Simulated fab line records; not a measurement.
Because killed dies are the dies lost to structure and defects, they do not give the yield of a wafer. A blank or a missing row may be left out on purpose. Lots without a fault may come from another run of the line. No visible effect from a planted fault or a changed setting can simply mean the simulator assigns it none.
Struck lot and sound lot, side by side + flow sky130 + 15 out of 708 route steps
Sound: these wafers, L295.2, L295.3, L295.5. The struck wafers were L300.1, L300.2, L300.4. The cause is given at the end.
Order at every step that has rows: each side's tool, ch and its chambers, its first start. Under that, the readings that differ: sound wafers + struck wafers + difference of the means + sigmas: that difference in standard deviations of wafers without a fault.
alike: same words and numbers on both sides, and readings whose means sit less than 2 such deviations apart. not compared: any withheld reading, any reading some wafer has no value for, any bound like >300 that may hide the same value, and any number with overlapping values for which the record gives no deviation.
Wherever a step has rows on one side only, a row that says differs or no value, or a row with sigmas, the two part there. When numbers do not overlap yet have no deviation, they are printed without sigmas and do not part them. A reading that every wafer of one side lacks parts them only if that side has two wafers or more.

SKY_CONTACT_ETCH_16: etches BARC in N2/H2, stops on SiO2, time 45.9 s, target depth 60 nm.
  sound on rie-diel-01 ch 0,3, day 33 00:54; struck on rie-diel-02 ch 0,2,3, day 34 19:02
  alike: drypump-motor-current-A, oes-product-au, rf-fwd-power-W, throttle-valve-pct
  not compared: rf-hours-counter-h
then, 2 steps without rows for these wafers: SKY_CONTACT_ETCH_17 (etches SiO2 in C4F8/O2/Ar, stops on Si3N4, target depth 340 nm); SKY_CONTACT_ETCH_18 (etches Si3N4 in CHF3/O2, stops on TiN, time 39 s, target depth 75 nm).
SKY_CONTACT_STRIP_19: strips in O2/N2.
  sound on plasma-asher-01 ch 0,1, day 33 01:02; struck on plasma-asher-04 ch 0,1, day 34 19:10
  alike: drypump-motor-current-A, oes-product-au, strip-time-to-endpoint-s
  not compared: rf-hours-counter-h
then, 3 steps without rows for these wafers: SKY_CONTACT_STRIP_20 (strips in post etch residue remover, time 1200 s); SKY_CONTACT_CLEAN_21 (cleans in IPA, time 180 s); SKY_CONTACT_CLEAN_22 (cleans in O3/DIW).
SKY_CONTACT_SPUTTER_23: material TiN, target thk 20 nm, time 80 s.
  sound on pvd-sputter-04 at day 33 01:40; struck on pvd-sputter-04 at day 34 19:45
  alike: chamber-pressure-pa, throttle-valve-pct
SKY_CONTACT_CVD_24: deposits W, target thk 340 nm, time 102.12 s.
  sound on cvd-w-01 ch 0,1, day 33 01:44; struck on cvd-w-01 ch 0,1, day 34 19:49
  alike: heater-power-outer-w, heater-power-w
SKY_CONTACT_RS_MEAS_25: the measuring method here is four-point-probe.
  sound on film-metro-01 at day 33 01:52; struck on film-metro-02 at day 34 19:55
  alike: CONTACT_W_RS
SKY_CONTACT_THK_MEAS_26: measures by xrf.
  sound on film-metro-01 at day 33 01:58; struck on film-metro-02 at day 34 20:02
  alike: CONTACT_W_THK
SKY_CONTACT_CMP_27: polishes, stops on SiO2, t overpolish 15 s, target thk 0 nm.
  sound on cmp-02 ch 0,2,3, day 33 02:07; struck on cmp-02 ch 1,2,3, day 34 20:09
  alike: motor-current-A, overpolish-run-s, time-to-endpoint-s
SKY_METAL1_SPUTTER_00: material Ti, target thk 15 nm, time 10 s.
  sound on pvd-sputter-03 at day 33 02:19; struck on pvd-sputter-01 at day 34 20:24
| reading                  | sound                | struck               | difference | sigmas |
|--------------------------|----------------------|----------------------|------------|--------|
| chamber-pressure-pa (Pa) | 0.4003 0.3995 0.4001 | 0.3472 0.3489 0.3455 | -0.0528    | -63    |
| throttle-valve-pct (%)   | 27.7 29.9 29.9       | 30.7 32.2 33.2       | +2.9       | +3     |
  not compared: model.Ti_of_METAL1_SPUTTER_00.thk-nm
then, 1 step without rows for these wafers: SKY_METAL1_SPUTTER_01 (material TiN, target thk 20 nm, time 16.7 s).
-- the record jumps here: 14 days lie between the struck wafers' starts before and after (it left off in module METAL1 and takes up again in module PAD_OPEN, whose first step shown is number 708 of the route) --
SKY_PAD_OPEN_PROBE_99:
  sound on prober-02 at day 47 04:04; struck on prober-01 at day 48 12:57
  alike: defect-limited-yield, killed_at_M0_to_M3, killed_at_M4_up, killed-at-contacts, killed-at-front-end, killed-at-other, killed-dies, killed-on-rim, killed-open, killed-short, sort_bin_3_pad_short, sort_bin_5_function, sort_bin_6_memory, sort-n-pass, sort-yield-pct

== WHERE THEY PART ==
Within this record, at SKY_METAL1_SPUTTER_00 only. Later steps at which nothing parts them and some readings are alike: SKY_PAD_OPEN_PROBE_99.

WHY: what the simulator had put in
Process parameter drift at SKY_METAL1_SPUTTER_00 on pvd-sputter-01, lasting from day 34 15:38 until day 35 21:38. The setting chamber-pressure-pa was moved by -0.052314, starting from 0.4. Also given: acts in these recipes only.
